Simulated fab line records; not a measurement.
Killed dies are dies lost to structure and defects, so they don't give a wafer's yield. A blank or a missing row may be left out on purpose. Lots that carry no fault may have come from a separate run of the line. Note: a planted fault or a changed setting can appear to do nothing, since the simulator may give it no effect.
Matching of chambers / flow sky130 / rie diel-03 running SKY_VIA2_ETCH_14: 4 sister chambers
The step etches BARC in N2/H2, stops on SiO2, time 45.9 s, target depth 60 nm. 20 wafers are shown with their chamber, then 10 later ones without.

EACH WAFER AND ITS CHAMBER
wafer=L074.2; chamber=3; drypump motor current A (A)=5.2; throttle valve pct (%)=13.229; oes product au (a.u.)=0.846
wafer=L074.3; chamber=1; drypump motor current A (A)=5.1; throttle valve pct (%)=13.217; oes product au (a.u.)=0.853
wafer=L074.6; chamber=0; drypump motor current A (A)=5.6; throttle valve pct (%)=13.229; oes product au (a.u.)=0.846
wafer=L078.3; chamber=1; drypump motor current A (A)=5.1; throttle valve pct (%)=13.235; oes product au (a.u.)=0.853
wafer=L078.4; chamber=2; drypump motor current A (A)=5.5; throttle valve pct (%)=13.235; oes product au (a.u.)=0.853
wafer=L078.6; chamber=2; drypump motor current A (A)=5.5; throttle valve pct (%)=13.215; oes product au (a.u.)=0.845
wafer=L083.1; chamber=2; drypump motor current A (A)=5.5; throttle valve pct (%)=13.210; oes product au (a.u.)=0.855
wafer=L083.3; chamber=0; drypump motor current A (A)=5.6; throttle valve pct (%)=13.240; oes product au (a.u.)=0.848
wafer=L083.5; chamber=2; drypump motor current A (A)=5.5; throttle valve pct (%)=13.215; oes product au (a.u.)=0.861
wafer=L086.1; chamber=1; drypump motor current A (A)=5.1; throttle valve pct (%)=13.221; oes product au (a.u.)=0.856
wafer=L086.3; chamber=0; drypump motor current A (A)=5.7; throttle valve pct (%)=13.225; oes product au (a.u.)=0.848
wafer=L086.6; chamber=3; drypump motor current A (A)=5.2; throttle valve pct (%)=13.230; oes product au (a.u.)=0.854
wafer=L085.1; chamber=1; drypump motor current A (A)=5.1; throttle valve pct (%)=13.222; oes product au (a.u.)=0.854
wafer=L085.2; chamber=0; drypump motor current A (A)=5.6; throttle valve pct (%)=13.240; oes product au (a.u.)=0.845
wafer=L085.4; chamber=3; drypump motor current A (A)=5.2; throttle valve pct (%)=13.228; oes product au (a.u.)=0.847
wafer=L087.2; chamber=2; drypump motor current A (A)=5.5; throttle valve pct (%)=13.212; oes product au (a.u.)=0.857
wafer=L087.4; chamber=3; drypump motor current A (A)=5.2; throttle valve pct (%)=13.232; oes product au (a.u.)=0.857
wafer=L087.6; chamber=2; drypump motor current A (A)=5.5; throttle valve pct (%)=13.229; oes product au (a.u.)=0.853
wafer=L089.2; chamber=2; drypump motor current A (A)=5.5; throttle valve pct (%)=13.213; oes product au (a.u.)=0.861
wafer=L089.5; chamber=0; drypump motor current A (A)=5.6; throttle valve pct (%)=13.231; oes product au (a.u.)=0.855

SIGNATURES (averages over the wafers above)
reading=drypump motor current A; chamber 0=5.620; chamber 1=5.100; chamber 2=5.500; chamber 3=5.200; scatter within a chamber=0.0224
reading=throttle valve pct; chamber 0=13.23300; chamber 1=13.22375; chamber 2=13.21843; chamber 3=13.22975; scatter within a chamber=0.0076
reading=oes product au; chamber 0=0.84840; chamber 1=0.85400; chamber 2=0.85500; chamber 3=0.85100; scatter within a chamber=0.00459
Rule: a wafer lies at a distance from a chamber equal to the root of the sum of squares, over the readings, of (its reading less the chamber's mean, divided by the reading's scatter). The wafer belongs to the nearest chamber; if the next one is less than 2 further off, it can't be placed. The scatter is the square root of a quotient: the sum, over the shown wafers, of each reading's squared deviation from its chamber's mean, divided by wafers minus chambers.

WAFERS WITHOUT THEIR CHAMBER
wafer=L089.6; drypump motor current A (A)=5.0; throttle valve pct (%)=13.235; oes product au (a.u.)=0.853
wafer=L091.2; drypump motor current A (A)=5.5; throttle valve pct (%)=13.222; oes product au (a.u.)=0.854
wafer=L091.3; drypump motor current A (A)=5.2; throttle valve pct (%)=13.215; oes product au (a.u.)=0.856
wafer=L091.5; drypump motor current A (A)=5.6; throttle valve pct (%)=13.217; oes product au (a.u.)=0.855
wafer=L095.1; drypump motor current A (A)=5.5; throttle valve pct (%)=13.226; oes product au (a.u.)=0.856
wafer=L095.5; drypump motor current A (A)=5.6; throttle valve pct (%)=13.223; oes product au (a.u.)=0.861
wafer=L095.6; drypump motor current A (A)=5.1; throttle valve pct (%)=13.221; oes product au (a.u.)=0.856
wafer=L096.1; drypump motor current A (A)=5.1; throttle valve pct (%)=13.209; oes product au (a.u.)=0.857
wafer=L096.2; drypump motor current A (A)=5.2; throttle valve pct (%)=13.222; oes product au (a.u.)=0.866
wafer=L096.6; drypump motor current A (A)=5.2; throttle valve pct (%)=13.222; oes product au (a.u.)=0.856

WHICH CHAMBER EACH WENT THROUGH
wafer=L089.6; from the rows above=1; in truth=1
wafer=L091.2; from the rows above=2; in truth=2
wafer=L091.3; from the rows above=3; in truth=3
wafer=L091.5; from the rows above=can't be placed: 0 or 2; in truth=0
wafer=L095.1; from the rows above=2; in truth=2
wafer=L095.5; from the rows above=can't be placed: 0 or 2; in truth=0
wafer=L095.6; from the rows above=1; in truth=1
wafer=L096.1; from the rows above=1; in truth=1
wafer=L096.2; from the rows above=can't be placed: 3 or 1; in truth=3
wafer=L096.6; from the rows above=3; in truth=3
Correctly placed: 7 of 10. These rows do not allow placing 3 (true chamber among the candidates in 3). Placed wrongly: 0.
